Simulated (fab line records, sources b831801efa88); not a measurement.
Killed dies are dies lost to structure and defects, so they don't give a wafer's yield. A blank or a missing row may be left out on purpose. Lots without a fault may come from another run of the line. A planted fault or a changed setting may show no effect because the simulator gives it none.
Which tool did it? | flow sfq_line | 6 lots, 18 wafers sampled, at 5 steps of a route of 325

WHAT THE GAUGES READ, wafer by wafer
SFQ_R5_RS_MEAS_933: measures by four-point-probe.
lot  | measured     | on            | R5_MONX_RS (ohm/sq)
L520 | day 59 20:55 | film_metro-04 | 7.13 7.08 7.05
L522 | day 60 15:25 | film_metro-03 | 7.11 7.02 7.08
L524 | day 62 18:53 | film_metro-02 | 7.07 6.99 7.05
L526 | day 64 01:29 | film_metro-04 | 7.09 7.15 7.09
L533 | day 66 21:32 | film_metro-02 | 6.98 6.96 6.51 6.99 6.97 6.48
L537 | day 67 12:32 | film_metro-04 | 6.98 6.96 7.00

WHICH TOOL RAN EACH LOT (tool, then ch and the chambers of the sampled wafers, then the start)
lot  | SFQ_TRILAYER_I2_VIA_STRIP_STRIP_071 | SFQ_TRILAYER_I3_VIA_ETCH_VIA_ETCH_088 | SFQ_TRILAYER_I3_VIA_STRIP_STRIP_089 | SFQ_TRILAYER_R5_DEP_SPUTTER_133
L520 | rie_metal-03 ch 0,1, day 30 01:34   | rie_diel-02 ch 1,2,3, day 36 20:20    | rie_metal-03 ch 0,1, day 36 20:27   | pvd_sputter-03, day 59 20:49
L522 | rie_metal-03 ch 0,1, day 31 04:28   | rie_diel-01 ch 2,3, day 37 14:04      | rie_metal-04 ch 0,1, day 37 14:10   | pvd_sputter-03, day 60 15:20
L524 | rie_metal-01 ch 0,1, day 38 05:45   | rie_diel-01 ch 0,1,3, day 39 09:30    | rie_metal-03 ch 0,1, day 39 09:37   | pvd_sputter-03, day 62 18:49
L526 | rie_metal-04 ch 0,1, day 38 19:46   | rie_diel-01 ch 0,2,3, day 40 03:30    | rie_metal-03 ch 0,1, day 40 03:37   | pvd_sputter-04, day 64 01:25
L533 | rie_metal-03 ch 0,1, day 42 01:34   | rie_diel-04 ch 1,2,3, day 48 14:35    | rie_metal-03 ch 0,1, day 48 14:42   | pvd_sputter-03, day 66 21:28
L537 | rie_metal-01 ch 0,1, day 47 06:18   | rie_diel-01 ch 1,2,3, day 49 04:53    | rie_metal-03 ch 0,1, day 49 05:00   | pvd_sputter-04, day 67 12:28
- SFQ_TRILAYER_I2_VIA_STRIP_STRIP_071: strips in O2.
- SFQ_TRILAYER_I3_VIA_ETCH_VIA_ETCH_088: etches SiO2 in CHF3, stops on Nb, target depth 260 nm.
- SFQ_TRILAYER_I3_VIA_STRIP_STRIP_089: strips in O2.
- SFQ_TRILAYER_R5_DEP_SPUTTER_133: material MoNx, target thk 40 nm, time 66.7 s.

THE ANSWER, worked out from the rows above alone
Rule: what is usual is taken from the lots themselves. Put in order of their means at a reading, lots are off if they are a third of the lots or fewer, leave a main group of 4 or more, and stand apart from it by a gap of 3 or more times the standard deviation of the main group's means; of several such gaps the widest counts. A main group whose means are all the same, to the digits that the tables above print for the reading, isn't used. A lot without any number at a reading at which 4 lots or more have one is off too. The other lots that the step has rows for count as sound.
Off: L533, at SFQ_R5_RS_MEAS_933 (R5_MONX_RS). The main group: mean 7.06 ohm/sq, standard deviation 0.045.
A tool fits if, at a process step before that reading, it ran every lot that is off, and no sound lot after the first of them. The gauges at SFQ_R5_RS_MEAS_933 are tried like those tools. Can't be told from this: 4 tools fit, rie_metal-03 at SFQ_TRILAYER_I2_VIA_STRIP_STRIP_071, rie_diel-04 at SFQ_TRILAYER_I3_VIA_ETCH_VIA_ETCH_088, pvd_sputter-03 at SFQ_TRILAYER_R5_DEP_SPUTTER_133, film_metro-02 at SFQ_R5_RS_MEAS_933.

WHAT THE SIMULATOR HAD PUT IN
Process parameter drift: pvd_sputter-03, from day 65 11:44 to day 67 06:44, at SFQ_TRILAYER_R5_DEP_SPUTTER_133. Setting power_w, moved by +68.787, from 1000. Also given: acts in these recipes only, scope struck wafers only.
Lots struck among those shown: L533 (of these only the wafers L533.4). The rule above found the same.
